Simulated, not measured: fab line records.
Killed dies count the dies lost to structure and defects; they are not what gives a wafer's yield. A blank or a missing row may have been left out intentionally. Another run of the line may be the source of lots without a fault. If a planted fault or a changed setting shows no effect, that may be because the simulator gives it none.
fab line records / flow sky130
record lots=14 wafers=42 last_day=50
route steps=708 shown VT_ADJUST_LVTN@118 VT_ADJUST_NCORE@128 CONTACT@411 VIA1@459 PAD_OPEN@708
lots untouched by any fault: they come from a run of this same line in which no faults occurred
start_h: hours from the record's first day to the start of the lot's first wafer shown / wait_h: time in hours since the lot's previous step / " repeats the value in the row above / L1.1+2: a row that stands for several wafers / - no value, or no start was given / * or withheld: withheld / < > ~ a bound
route shown NAME@n: a module of which the file shows steps, and the number in the route of the first / usual: mean/standard deviation of fault-free wafers / same: alike in all rows / chamber/n: place in a boat / sites: each site's reading / _std_site: the standard deviation of these / _edge_site: outer sites' mean less inner sites' / radius_mm: for every site, how far away it sits from the centre of the wafer / mask NAME#n: copy n / behind: the most recent tool/chamber to have shaped the wafer / hold: the reason the lot was held/the length of the hold in hours/how it ended / device: the transistor (n, p or np) that didn't switch / end of line: tests run on the same wafers once the route is complete / a step with no rows: only its recipe / killed: count of dies lost to structure and defects at first sort (not the wafer's yield) / map: a wafer's dies, x killed, . not, _ none there
set.NAME: the run value of the setting; set.NAME@STEP: its run value at that earlier step / model.NAME: the simulator's own value behind a step, which no gauge read
a sample of lots followed through the steps of the route, with each step as a table and each wafer as a row
services: a tool's chamber out of use, with start hour (start_h, from the record's first day; less than 0 if before it), hours out, and reason
## steps
# step SKY_VT_ADJUST_LVTN_TW_MEAS_21
# usual VT_ADJUST_LVTN_2_TW=188.3/1.1
lot.wafer=L869.1 tool=film_metro-03 chamber=- start_h=153.15 wait_h=0.1 VT_ADJUST_LVTN_2_TW=188.0
lot.wafer=L869.4 tool=film_metro-03 chamber=- start_h=153.15 wait_h=0.1 VT_ADJUST_LVTN_2_TW=189.3
lot.wafer=L869.6 tool=film_metro-03 chamber=- start_h=153.15 wait_h=0.1 VT_ADJUST_LVTN_2_TW=189.1
lot.wafer=L870.2 tool=film_metro-01 chamber=- start_h=167.88 wait_h=0.1 VT_ADJUST_LVTN_2_TW=190.2
lot.wafer=L870.3 tool=film_metro-01 chamber=- start_h=167.88 wait_h=0.1 VT_ADJUST_LVTN_2_TW=190.2
lot.wafer=L870.6 tool=film_metro-01 chamber=- start_h=167.88 wait_h=0.1 VT_ADJUST_LVTN_2_TW=190.1
lot.wafer=L871.1 tool=film_metro-01 chamber=- start_h=173.97 wait_h=0.1 VT_ADJUST_LVTN_2_TW=189.7
lot.wafer=L871.2 tool=film_metro-01 chamber=- start_h=173.97 wait_h=0.1 VT_ADJUST_LVTN_2_TW=189.3
lot.wafer=L871.5 tool=film_metro-01 chamber=- start_h=173.97 wait_h=0.1 VT_ADJUST_LVTN_2_TW=189.0
lot.wafer=L872.2 tool=film_metro-03 chamber=- start_h=178.78 wait_h=0.1 VT_ADJUST_LVTN_2_TW=188.2
lot.wafer=L872.3 tool=film_metro-03 chamber=- start_h=178.78 wait_h=0.1 VT_ADJUST_LVTN_2_TW=187.9
lot.wafer=L872.4 tool=film_metro-03 chamber=- start_h=178.78 wait_h=0.1 VT_ADJUST_LVTN_2_TW=188.3
lot.wafer=L873.2 tool=film_metro-03 chamber=- start_h=186.18 wait_h=0.1 VT_ADJUST_LVTN_2_TW=188.7
lot.wafer=L873.5 tool=film_metro-03 chamber=- start_h=186.18 wait_h=0.1 VT_ADJUST_LVTN_2_TW=188.7
lot.wafer=L873.6 tool=film_metro-03 chamber=- start_h=186.18 wait_h=0.1 VT_ADJUST_LVTN_2_TW=188.6
lot.wafer=L875.1 tool=film_metro-03 chamber=- start_h=208.66 wait_h=0.1 VT_ADJUST_LVTN_2_TW=187.4
lot.wafer=L875.2 tool=film_metro-03 chamber=- start_h=208.66 wait_h=0.1 VT_ADJUST_LVTN_2_TW=187.8
lot.wafer=L875.3 tool=film_metro-03 chamber=- start_h=208.66 wait_h=0.1 VT_ADJUST_LVTN_2_TW=187.8
lot.wafer=L877.1 tool=film_metro-01 chamber=- start_h=216.50 wait_h=0.1 VT_ADJUST_LVTN_2_TW=188.9
lot.wafer=L877.2 tool=film_metro-01 chamber=- start_h=216.50 wait_h=0.1 VT_ADJUST_LVTN_2_TW=190.1
lot.wafer=L877.5 tool=film_metro-01 chamber=- start_h=216.50 wait_h=0.1 VT_ADJUST_LVTN_2_TW=189.0
lot.wafer=L879.2 tool=film_metro-01 chamber=- start_h=234.47 wait_h=0.1 VT_ADJUST_LVTN_2_TW=190.4
lot.wafer=L879.3 tool=film_metro-01 chamber=- start_h=234.47 wait_h=0.1 VT_ADJUST_LVTN_2_TW=189.7
lot.wafer=L879.4 tool=film_metro-01 chamber=- start_h=234.47 wait_h=0.1 VT_ADJUST_LVTN_2_TW=190.1
lot.wafer=L881.1 tool=film_metro-02 chamber=- start_h=242.57 wait_h=0.1 VT_ADJUST_LVTN_2_TW=188.7
lot.wafer=L881.4 tool=film_metro-02 chamber=- start_h=242.57 wait_h=0.1 VT_ADJUST_LVTN_2_TW=189.8
lot.wafer=L881.6 tool=film_metro-02 chamber=- start_h=242.57 wait_h=0.1 VT_ADJUST_LVTN_2_TW=188.9
lot.wafer=L887.1 tool=film_metro-03 chamber=- start_h=279.07 wait_h=0.1 VT_ADJUST_LVTN_2_TW=186.9
lot.wafer=L887.3 tool=film_metro-03 chamber=- start_h=279.07 wait_h=0.1 VT_ADJUST_LVTN_2_TW=186.9
lot.wafer=L887.5 tool=film_metro-03 chamber=- start_h=279.07 wait_h=0.1 VT_ADJUST_LVTN_2_TW=187.6
lot.wafer=L888.3 tool=film_metro-01 chamber=- start_h=293.94 wait_h=0.1 VT_ADJUST_LVTN_2_TW=188.5
lot.wafer=L888.4 tool=film_metro-01 chamber=- start_h=293.94 wait_h=0.1 VT_ADJUST_LVTN_2_TW=188.4
lot.wafer=L888.6 tool=film_metro-01 chamber=- start_h=293.94 wait_h=0.1 VT_ADJUST_LVTN_2_TW=188.8
lot.wafer=L890.1 tool=film_metro-03 chamber=- start_h=320.76 wait_h=0.1 VT_ADJUST_LVTN_2_TW=186.9
lot.wafer=L890.2 tool=film_metro-03 chamber=- start_h=320.76 wait_h=0.1 VT_ADJUST_LVTN_2_TW=187.2
lot.wafer=L890.4 tool=film_metro-03 chamber=- start_h=320.76 wait_h=0.1 VT_ADJUST_LVTN_2_TW=186.4
lot.wafer=L892.2 tool=film_metro-03 chamber=- start_h=323.56 wait_h=0.1 VT_ADJUST_LVTN_2_TW=186.3
lot.wafer=L892.3 tool=film_metro-03 chamber=- start_h=323.56 wait_h=0.1 VT_ADJUST_LVTN_2_TW=186.2
lot.wafer=L892.6 tool=film_metro-03 chamber=- start_h=323.56 wait_h=0.1 VT_ADJUST_LVTN_2_TW=186.3
lot.wafer=L891.1 tool=film_metro-01 chamber=- start_h=325.35 wait_h=0.1 VT_ADJUST_LVTN_2_TW=188.1
lot.wafer=L891.2 tool=film_metro-01 chamber=- start_h=325.35 wait_h=0.1 VT_ADJUST_LVTN_2_TW=188.0
lot.wafer=L891.3 tool=film_metro-01 chamber=- start_h=325.35 wait_h=0.1 VT_ADJUST_LVTN_2_TW=188.2
# step SKY_VT_ADJUST_NCORE_IMPLANT_09
# recipe species=B energy_kev=10 dose_cm2=2.4e+12 tilt_deg=withheld
# usual dose_ions_cm2=2.4001e+12/2.9e+09
lot.wafer=L869.1 tool=implanter-02 chamber=0 start_h=172.43 wait_h=0.0 dose_ions_cm2=2.3968e+12
lot.wafer=L869.4 tool=implanter-02 chamber=0 start_h=172.43 wait_h=0.0 dose_ions_cm2=2.4007e+12
lot.wafer=L869.6 tool=implanter-02 chamber=0 start_h=172.43 wait_h=0.0 dose_ions_cm2=2.3968e+12
lot.wafer=L870.2 tool=implanter-02 chamber=0 start_h=188.04 wait_h=0.0 dose_ions_cm2=2.3959e+12
lot.wafer=L870.3 tool=implanter-02 chamber=0 start_h=188.04 wait_h=0.0 dose_ions_cm2=2.3969e+12
lot.wafer=L870.6 tool=implanter-02 chamber=0 start_h=188.04 wait_h=0.0 dose_ions_cm2=2.4005e+12
lot.wafer=L871.1 tool=implanter-02 chamber=0 start_h=194.95 wait_h=0.0 dose_ions_cm2=2.396e+12
lot.wafer=L871.2 tool=implanter-02 chamber=0 start_h=194.95 wait_h=0.0 dose_ions_cm2=2.3965e+12
lot.wafer=L871.5 tool=implanter-02 chamber=0 start_h=194.95 wait_h=0.0 dose_ions_cm2=2.403e+12
lot.wafer=L872.2 tool=implanter-02 chamber=0 start_h=199.77 wait_h=0.0 dose_ions_cm2=2.4035e+12
lot.wafer=L872.3 tool=implanter-02 chamber=0 start_h=199.77 wait_h=0.0 dose_ions_cm2=2.4017e+12
lot.wafer=L872.4 tool=implanter-02 chamber=0 start_h=199.77 wait_h=0.0 dose_ions_cm2=2.4037e+12
lot.wafer=L873.2 tool=implanter-03 chamber=0 start_h=207.02 wait_h=0.0 dose_ions_cm2=2.3999e+12
lot.wafer=L873.5 tool=implanter-03 chamber=0 start_h=207.02 wait_h=0.0 dose_ions_cm2=2.3963e+12
lot.wafer=L873.6 tool=implanter-03 chamber=0 start_h=207.02 wait_h=0.0 dose_ions_cm2=2.3999e+12
lot.wafer=L875.1 tool=implanter-02 chamber=0 start_h=231.13 wait_h=0.0 dose_ions_cm2=2.397e+12
lot.wafer=L875.2 tool=implanter-02 chamber=0 start_h=231.13 wait_h=0.0 dose_ions_cm2=2.3944e+12
lot.wafer=L875.3 tool=implanter-02 chamber=0 start_h=231.13 wait_h=0.0 dose_ions_cm2=2.4011e+12
lot.wafer=L877.1 tool=implanter-04 chamber=0 start_h=238.69 wait_h=0.0 dose_ions_cm2=2.4006e+12
lot.wafer=L877.2 tool=implanter-04 chamber=0 start_h=238.69 wait_h=0.0 dose_ions_cm2=2.4025e+12
lot.wafer=L877.5 tool=implanter-04 chamber=0 start_h=238.69 wait_h=0.0 dose_ions_cm2=2.4027e+12
lot.wafer=L879.2 tool=implanter-03 chamber=0 start_h=258.07 wait_h=0.0 dose_ions_cm2=2.3954e+12
lot.wafer=L879.3 tool=implanter-03 chamber=0 start_h=258.07 wait_h=0.0 dose_ions_cm2=2.4025e+12
lot.wafer=L879.4 tool=implanter-03 chamber=0 start_h=258.07 wait_h=0.0 dose_ions_cm2=2.3998e+12
lot.wafer=L881.1 tool=implanter-02 chamber=0 start_h=266.79 wait_h=0.0 dose_ions_cm2=2.3962e+12
lot.wafer=L881.4 tool=implanter-02 chamber=0 start_h=266.79 wait_h=0.0 dose_ions_cm2=2.3966e+12
lot.wafer=L881.6 tool=implanter-02 chamber=0 start_h=266.79 wait_h=0.0 dose_ions_cm2=2.3971e+12
lot.wafer=L887.1 tool=implanter-02 chamber=0 start_h=304.59 wait_h=0.0 dose_ions_cm2=2.3463e+12
lot.wafer=L887.3 tool=implanter-02 chamber=0 start_h=304.59 wait_h=0.0 dose_ions_cm2=2.3453e+12
lot.wafer=L887.5 tool=implanter-02 chamber=0 start_h=304.59 wait_h=0.0 dose_ions_cm2=2.346e+12
lot.wafer=L888.3 tool=implanter-04 chamber=0 start_h=319.94 wait_h=0.1 dose_ions_cm2=2.4022e+12
lot.wafer=L888.4 tool=implanter-04 chamber=0 start_h=319.94 wait_h=0.1 dose_ions_cm2=2.4047e+12
lot.wafer=L888.6 tool=implanter-04 chamber=0 start_h=319.94 wait_h=0.1 dose_ions_cm2=2.4049e+12
lot.wafer=L890.1 tool=implanter-02 chamber=0 start_h=347.23 wait_h=0.0 dose_ions_cm2=2.3398e+12
lot.wafer=L890.2 tool=implanter-02 chamber=0 start_h=347.23 wait_h=0.0 dose_ions_cm2=2.3444e+12
lot.wafer=L890.4 tool=implanter-02 chamber=0 start_h=347.23 wait_h=0.0 dose_ions_cm2=2.342e+12
lot.wafer=L892.2 tool=implanter-04 chamber=0 start_h=350.61 wait_h=0.0 dose_ions_cm2=2.4027e+12
lot.wafer=L892.3 tool=implanter-04 chamber=0 start_h=350.61 wait_h=0.0 dose_ions_cm2=2.401e+12
lot.wafer=L892.6 tool=implanter-04 chamber=0 start_h=350.61 wait_h=0.0 dose_ions_cm2=2.397e+12
lot.wafer=L891.1 tool=implanter-03 chamber=0 start_h=352.48 wait_h=0.0 dose_ions_cm2=2.3973e+12
lot.wafer=L891.2 tool=implanter-03 chamber=0 start_h=352.48 wait_h=0.0 dose_ions_cm2=2.3914e+12
lot.wafer=L891.3 tool=implanter-03 chamber=0 start_h=352.48 wait_h=0.0 dose_ions_cm2=2.3994e+12
# step SKY_CONTACT_BOW_MEAS_05
# recipe mode=bow
# usual CONTACT_BOW=81/6.5
lot.wafer=L869.1 tool=film_metro-04 chamber=- start_h=689.92 wait_h=0.2 CONTACT_BOW[um]=77
lot.wafer=L869.4 tool=film_metro-04 chamber=- start_h=689.92 wait_h=0.2 CONTACT_BOW[um]=80
lot.wafer=L869.6 tool=film_metro-04 chamber=- start_h=689.92 wait_h=0.2 CONTACT_BOW[um]=72
lot.wafer=L870.2 tool=film_metro-01 chamber=- start_h=710.60 wait_h=0.3 CONTACT_BOW[um]=86
lot.wafer=L870.3 tool=film_metro-01 chamber=- start_h=710.60 wait_h=0.3 CONTACT_BOW[um]=85
lot.wafer=L870.6 tool=film_metro-01 chamber=- start_h=710.60 wait_h=0.3 CONTACT_BOW[um]=86
lot.wafer=L871.1 tool=film_metro-01 chamber=- start_h=713.86 wait_h=0.1 CONTACT_BOW[um]=77
lot.wafer=L871.2 tool=film_metro-01 chamber=- start_h=713.86 wait_h=0.1 CONTACT_BOW[um]=86
lot.wafer=L871.5 tool=film_metro-01 chamber=- start_h=713.86 wait_h=0.1 CONTACT_BOW[um]=86
lot.wafer=L872.2 tool=film_metro-04 chamber=- start_h=722.18 wait_h=0.2 CONTACT_BOW[um]=92
lot.wafer=L872.3 tool=film_metro-04 chamber=- start_h=722.18 wait_h=0.2 CONTACT_BOW[um]=73
lot.wafer=L872.4 tool=film_metro-04 chamber=- start_h=722.18 wait_h=0.2 CONTACT_BOW[um]=72
lot.wafer=L873.2 tool=film_metro-01 chamber=- start_h=755.95 wait_h=0.2 CONTACT_BOW[um]=83
lot.wafer=L873.5 tool=film_metro-01 chamber=- start_h=755.95 wait_h=0.2 CONTACT_BOW[um]=84
lot.wafer=L873.6 tool=film_metro-01 chamber=- start_h=755.95 wait_h=0.2 CONTACT_BOW[um]=80
lot.wafer=L875.1 tool=film_metro-04 chamber=- start_h=763.68 wait_h=0.2 CONTACT_BOW[um]=85
lot.wafer=L875.2 tool=film_metro-04 chamber=- start_h=763.68 wait_h=0.2 CONTACT_BOW[um]=78
lot.wafer=L875.3 tool=film_metro-04 chamber=- start_h=763.68 wait_h=0.2 CONTACT_BOW[um]=68
lot.wafer=L877.1 tool=film_metro-03 chamber=- start_h=769.20 wait_h=0.2 CONTACT_BOW[um]=80
lot.wafer=L877.2 tool=film_metro-03 chamber=- start_h=769.20 wait_h=0.2 CONTACT_BOW[um]=82
lot.wafer=L877.5 tool=film_metro-03 chamber=- start_h=769.20 wait_h=0.2 CONTACT_BOW[um]=103
lot.wafer=L879.2 tool=film_metro-04 chamber=- start_h=790.79 wait_h=0.3 CONTACT_BOW[um]=68
lot.wafer=L879.3 tool=film_metro-04 chamber=- start_h=790.79 wait_h=0.3 CONTACT_BOW[um]=82
lot.wafer=L879.4 tool=film_metro-04 chamber=- start_h=790.79 wait_h=0.3 CONTACT_BOW[um]=79
lot.wafer=L881.1 tool=film_metro-01 chamber=- start_h=795.44 wait_h=0.2 CONTACT_BOW[um]=87
lot.wafer=L881.4 tool=film_metro-01 chamber=- start_h=795.44 wait_h=0.2 CONTACT_BOW[um]=89
lot.wafer=L881.6 tool=film_metro-01 chamber=- start_h=795.44 wait_h=0.2 CONTACT_BOW[um]=83
lot.wafer=L887.1 tool=film_metro-04 chamber=- start_h=849.64 wait_h=0.2 CONTACT_BOW[um]=81
lot.wafer=L887.3 tool=film_metro-04 chamber=- start_h=849.64 wait_h=0.2 CONTACT_BOW[um]=70
lot.wafer=L887.5 tool=film_metro-04 chamber=- start_h=849.64 wait_h=0.2 CONTACT_BOW[um]=83
lot.wafer=L888.3 tool=film_metro-04 chamber=- start_h=853.15 wait_h=0.3 CONTACT_BOW[um]=72
lot.wafer=L888.4 tool=film_metro-04 chamber=- start_h=853.15 wait_h=0.3 CONTACT_BOW[um]=74
lot.wafer=L888.6 tool=film_metro-04 chamber=- start_h=853.15 wait_h=0.3 CONTACT_BOW[um]=81
lot.wafer=L890.1 tool=film_metro-01 chamber=- start_h=883.11 wait_h=0.2 CONTACT_BOW[um]=85
lot.wafer=L890.2 tool=film_metro-01 chamber=- start_h=883.11 wait_h=0.2 CONTACT_BOW[um]=88
lot.wafer=L890.4 tool=film_metro-01 chamber=- start_h=883.11 wait_h=0.2 CONTACT_BOW[um]=76
lot.wafer=L892.2 tool=film_metro-01 chamber=- start_h=883.43 wait_h=0.2 CONTACT_BOW[um]=83
lot.wafer=L892.3 tool=film_metro-01 chamber=- start_h=883.43 wait_h=0.2 CONTACT_BOW[um]=77
lot.wafer=L892.6 tool=film_metro-01 chamber=- start_h=883.43 wait_h=0.2 CONTACT_BOW[um]=77
lot.wafer=L891.1 tool=film_metro-01 chamber=- start_h=887.56 wait_h=0.1 CONTACT_BOW[um]=85
lot.wafer=L891.2 tool=film_metro-01 chamber=- start_h=887.56 wait_h=0.1 CONTACT_BOW[um]=77
lot.wafer=L891.3 tool=film_metro-01 chamber=- start_h=887.56 wait_h=0.1 CONTACT_BOW[um]=83
# step SKY_VIA1_THK_MEAS_01
# recipe reads=SiO2_of_VIA1_HDPCVD_00
# usual VIA1_HDPCVD_THK=1030/11
lot.wafer=L869.1 tool=film_metro-03 chamber=- start_h=747.53 wait_h=0.1 VIA1_HDPCVD_THK[nm]=1033
lot.wafer=L869.4 tool=film_metro-03 chamber=- start_h=747.53 wait_h=0.1 VIA1_HDPCVD_THK[nm]=1033
lot.wafer=L869.6 tool=film_metro-03 chamber=- start_h=747.53 wait_h=0.1 VIA1_HDPCVD_THK[nm]=1028
lot.wafer=L870.2 tool=film_metro-04 chamber=- start_h=768.68 wait_h=0.1 VIA1_HDPCVD_THK[nm]=1037
lot.wafer=L870.3 tool=film_metro-04 chamber=- start_h=768.68 wait_h=0.1 VIA1_HDPCVD_THK[nm]=1027
lot.wafer=L870.6 tool=film_metro-04 chamber=- start_h=768.68 wait_h=0.1 VIA1_HDPCVD_THK[nm]=1050
lot.wafer=L871.1 tool=film_metro-02 chamber=- start_h=770.11 wait_h=0.1 VIA1_HDPCVD_THK[nm]=1032
lot.wafer=L871.2 tool=film_metro-02 chamber=- start_h=770.11 wait_h=0.1 VIA1_HDPCVD_THK[nm]=1035
lot.wafer=L871.5 tool=film_metro-02 chamber=- start_h=770.11 wait_h=0.1 VIA1_HDPCVD_THK[nm]=1024
lot.wafer=L872.2 tool=film_metro-04 chamber=- start_h=780.29 wait_h=0.1 VIA1_HDPCVD_THK[nm]=1031
lot.wafer=L872.3 tool=film_metro-04 chamber=- start_h=780.29 wait_h=0.1 VIA1_HDPCVD_THK[nm]=1030
lot.wafer=L872.4 tool=film_metro-04 chamber=- start_h=780.29 wait_h=0.1 VIA1_HDPCVD_THK[nm]=1015
lot.wafer=L873.2 tool=film_metro-04 chamber=- start_h=811.64 wait_h=0.1 VIA1_HDPCVD_THK[nm]=1043
lot.wafer=L873.5 tool=film_metro-04 chamber=- start_h=811.64 wait_h=0.1 VIA1_HDPCVD_THK[nm]=1039
lot.wafer=L873.6 tool=film_metro-04 chamber=- start_h=811.64 wait_h=0.1 VIA1_HDPCVD_THK[nm]=1025
lot.wafer=L875.1 tool=film_metro-03 chamber=- start_h=820.09 wait_h=0.1 VIA1_HDPCVD_THK[nm]=1030
lot.wafer=L875.2 tool=film_metro-03 chamber=- start_h=820.09 wait_h=0.1 VIA1_HDPCVD_THK[nm]=1035
lot.wafer=L875.3 tool=film_metro-03 chamber=- start_h=820.09 wait_h=0.1 VIA1_HDPCVD_THK[nm]=1033
lot.wafer=L877.1 tool=film_metro-02 chamber=- start_h=825.13 wait_h=0.1 VIA1_HDPCVD_THK[nm]=1054
lot.wafer=L877.2 tool=film_metro-02 chamber=- start_h=825.13 wait_h=0.1 VIA1_HDPCVD_THK[nm]=1028
lot.wafer=L877.5 tool=film_metro-02 chamber=- start_h=825.13 wait_h=0.1 VIA1_HDPCVD_THK[nm]=1037
lot.wafer=L879.2 tool=film_metro-03 chamber=- start_h=845.69 wait_h=0.1 VIA1_HDPCVD_THK[nm]=1015
lot.wafer=L879.3 tool=film_metro-03 chamber=- start_h=845.69 wait_h=0.1 VIA1_HDPCVD_THK[nm]=1010
lot.wafer=L879.4 tool=film_metro-03 chamber=- start_h=845.69 wait_h=0.1 VIA1_HDPCVD_THK[nm]=1017
lot.wafer=L881.1 tool=film_metro-03 chamber=- start_h=850.35 wait_h=0.1 VIA1_HDPCVD_THK[nm]=1045
lot.wafer=L881.4 tool=film_metro-03 chamber=- start_h=850.35 wait_h=0.1 VIA1_HDPCVD_THK[nm]=1040
lot.wafer=L881.6 tool=film_metro-03 chamber=- start_h=850.35 wait_h=0.1 VIA1_HDPCVD_THK[nm]=1045
lot.wafer=L887.1 tool=film_metro-03 chamber=- start_h=904.57 wait_h=0.1 VIA1_HDPCVD_THK[nm]=1029
lot.wafer=L887.3 tool=film_metro-03 chamber=- start_h=904.57 wait_h=0.1 VIA1_HDPCVD_THK[nm]=1022
lot.wafer=L887.5 tool=film_metro-03 chamber=- start_h=904.57 wait_h=0.1 VIA1_HDPCVD_THK[nm]=1027
lot.wafer=L888.3 tool=film_metro-03 chamber=- start_h=906.76 wait_h=0.1 VIA1_HDPCVD_THK[nm]=1018
lot.wafer=L888.4 tool=film_metro-03 chamber=- start_h=906.76 wait_h=0.1 VIA1_HDPCVD_THK[nm]=1009
lot.wafer=L888.6 tool=film_metro-03 chamber=- start_h=906.76 wait_h=0.1 VIA1_HDPCVD_THK[nm]=1021
lot.wafer=L890.1 tool=film_metro-04 chamber=- start_h=935.08 wait_h=0.1 VIA1_HDPCVD_THK[nm]=1040
lot.wafer=L890.2 tool=film_metro-04 chamber=- start_h=935.08 wait_h=0.1 VIA1_HDPCVD_THK[nm]=1053
lot.wafer=L890.4 tool=film_metro-04 chamber=- start_h=935.08 wait_h=0.1 VIA1_HDPCVD_THK[nm]=1046
lot.wafer=L892.2 tool=film_metro-02 chamber=- start_h=936.04 wait_h=0.1 VIA1_HDPCVD_THK[nm]=1041
lot.wafer=L892.3 tool=film_metro-02 chamber=- start_h=936.04 wait_h=0.1 VIA1_HDPCVD_THK[nm]=1035
lot.wafer=L892.6 tool=film_metro-02 chamber=- start_h=936.04 wait_h=0.1 VIA1_HDPCVD_THK[nm]=1037
lot.wafer=L891.1 tool=film_metro-02 chamber=- start_h=940.26 wait_h=0.1 VIA1_HDPCVD_THK[nm]=1019
lot.wafer=L891.2 tool=film_metro-02 chamber=- start_h=940.26 wait_h=0.1 VIA1_HDPCVD_THK[nm]=1019
lot.wafer=L891.3 tool=film_metro-02 chamber=- start_h=940.26 wait_h=0.1 VIA1_HDPCVD_THK[nm]=1020
# step SKY_PAD_OPEN_PROBE_99
# usual killed_at_M0_to_M3=44/7 killed_at_M4_up=3.0/1.9 killed_at_contacts=24/5.4 killed_at_front_end=15/4.6 killed_at_other=0.3/0.5 killed_dies=87/10 killed_on_rim=17/3.5 killed_open=47/7 killed_short=40/6.2
# same gross_dies=492 killed_at_back_side=0
lot.wafer=L870.2 tool=prober-01 chamber=- start_h=1076.75 wait_h=0.1 killed_at_M0_to_M3=45 killed_at_M4_up=3 killed_at_contacts=22 killed_at_front_end=12 killed_at_other=0 killed_dies=82 killed_on_rim=16 killed_open=43 killed_short=39
lot.wafer=L870.3 tool=prober-01 chamber=- start_h=1076.80 wait_h=0.2 killed_at_M0_to_M3=39 killed_at_M4_up=0 killed_at_contacts=24 killed_at_front_end=16 killed_at_other=0 killed_dies=79 killed_on_rim=19 killed_open=46 killed_short=33
lot.wafer=L870.6 tool=prober-01 chamber=- start_h=1076.95 wait_h=0.2 killed_at_M0_to_M3=42 killed_at_M4_up=3 killed_at_contacts=21 killed_at_front_end=13 killed_at_other=0 killed_dies=79 killed_on_rim=18 killed_open=43 killed_short=36
lot.wafer=L887.1 tool=prober-02 chamber=- start_h=1179.85 wait_h=0.1 killed_at_M0_to_M3=44 killed_at_M4_up=4 killed_at_contacts=22 killed_at_front_end=5 killed_at_other=0 killed_dies=75 killed_on_rim=13 killed_open=38 killed_short=37
lot.wafer=L887.3 tool=prober-02 chamber=- start_h=1179.95 wait_h=0.2 killed_at_M0_to_M3=40 killed_at_M4_up=5 killed_at_contacts=33 killed_at_front_end=11 killed_at_other=0 killed_dies=89 killed_on_rim=15 killed_open=48 killed_short=41
lot.wafer=L887.5 tool=prober-02 chamber=- start_h=1180.05 wait_h=0.2 killed_at_M0_to_M3=32 killed_at_M4_up=1 killed_at_contacts=25 killed_at_front_end=8 killed_at_other=0 killed_dies=66 killed_on_rim=18 killed_open=41 killed_short=25
# killed by level:class
L870.2 CONTACT:geometric_particle:open=10 VIA1:geometric_particle:open=9 METAL1:geometric_particle:short=8 VIA2:geometric_particle:short=8 VIA2:geometric_particle:open=5 VIA3:geometric_particle:open=5 CONTACT:geometric_particle:short=4 FIELD_ISO:geometric_particle:short=3
L870.3 CONTACT:geometric_particle:open=13 VIA1:geometric_particle:open=9 LI_CONTACT:geometric_particle:open=7 VIA2:geometric_particle:short=6 VIA2:geometric_particle:open=5 POLY_GATE:geometric_particle:short=5 VIA3:geometric_particle:open=5 METAL1:geometric_particle:short=4
L870.6 VIA1:geometric_particle:open=9 CONTACT:geometric_particle:open=8 METAL1:geometric_particle:short=7 VIA2:geometric_particle:open=7 LI_CONTACT:geometric_particle:open=5 FIELD_ISO:geometric_particle:open=4 POLY_GATE:geometric_particle:short=4 VIA1:geometric_particle:short=4
L887.1 METAL2:geometric_particle:short=11 VIA1:geometric_particle:open=10 CONTACT:geometric_particle:open=9 METAL3:geometric_particle:short=6 LI_CONTACT:geometric_particle:open=5 CONTACT:geometric_particle:short=4 VIA2:geometric_particle:open=4 FIELD_ISO:geometric_particle:short=3
L887.3 VIA1:geometric_particle:open=13 LI_CONTACT:geometric_particle:open=10 CONTACT:geometric_particle:short=8 CONTACT:geometric_particle:open=8 FIELD_ISO:geometric_particle:open=5 POLY_GATE:geometric_particle:short=4 METAL4:geometric_particle:short=4 LOCAL_INTERCONNECT:geometric_particle:short=4
L887.5 LI_CONTACT:geometric_particle:open=8 CONTACT:geometric_particle:open=8 VIA1:geometric_particle:open=7 VIA3:geometric_particle:open=7 METAL1:geometric_particle:short=4 VIA2:geometric_particle:open=4 FIELD_ISO:geometric_particle:open=3 LOCAL_INTERCONNECT:geometric_particle:short=3
## services
tool=implanter-02 chamber=- start_h=159.82 hours=8.6 kind=repair
tool=implanter-02 chamber=- start_h=168.37 hours=3.6 kind=pm
tool=implanter-03 chamber=- start_h=198.75 hours=3.6 kind=repair
tool=implanter-02 chamber=- start_h=236.28 hours=3.6 kind=pm
tool=implanter-02 chamber=- start_h=254.24 hours=10.4 kind=repair
tool=implanter-04 chamber=- start_h=263.54 hours=2.3 kind=repair
tool=implanter-02 chamber=- start_h=264.36 hours=1.0 kind=repair
tool=implanter-02 chamber=- start_h=283.17 hours=1.0 kind=repair
tool=implanter-03 chamber=- start_h=293.88 hours=17.8 kind=pm
tool=implanter-03 chamber=- start_h=314.17 hours=5.1 kind=repair
tool=implanter-02 chamber=- start_h=348.22 hours=2.6 kind=repair
## key
first_sign step=SKY_VT_ADJUST_NCORE_IMPLANT_09 reading=dose_ions_cm2 direction=down sigmas=19 usual=* struck=*
effect none on later readings
met_at SKY_VT_ADJUST_NCORE_IMPLANT_09
struck_lots L887,L890
tester_left_out L887,L890
not_acting_at SKY_VT_ADJUST_LVTN_TW_MEAS_21,SKY_CONTACT_BOW_MEAS_05,SKY_VIA1_THK_MEAS_01
onset_between 266.79 304.59
fault kind=process_parameter_drift tool=implanter-02 chamber=- onset_h=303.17 steps=SKY_VT_ADJUST_NCORE_IMPLANT_09 channel=dose_cm2 offset=* shape=step end_h=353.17 acts_in=* stated=*
# tester_left_out: of these lots the tester's yield and bins aren't shown, on N5 and GAA mostly nor the transistor test; their killed dies are dies lost to structure and defects alone, not to doping, threshold or leakage, so they don't give the yield
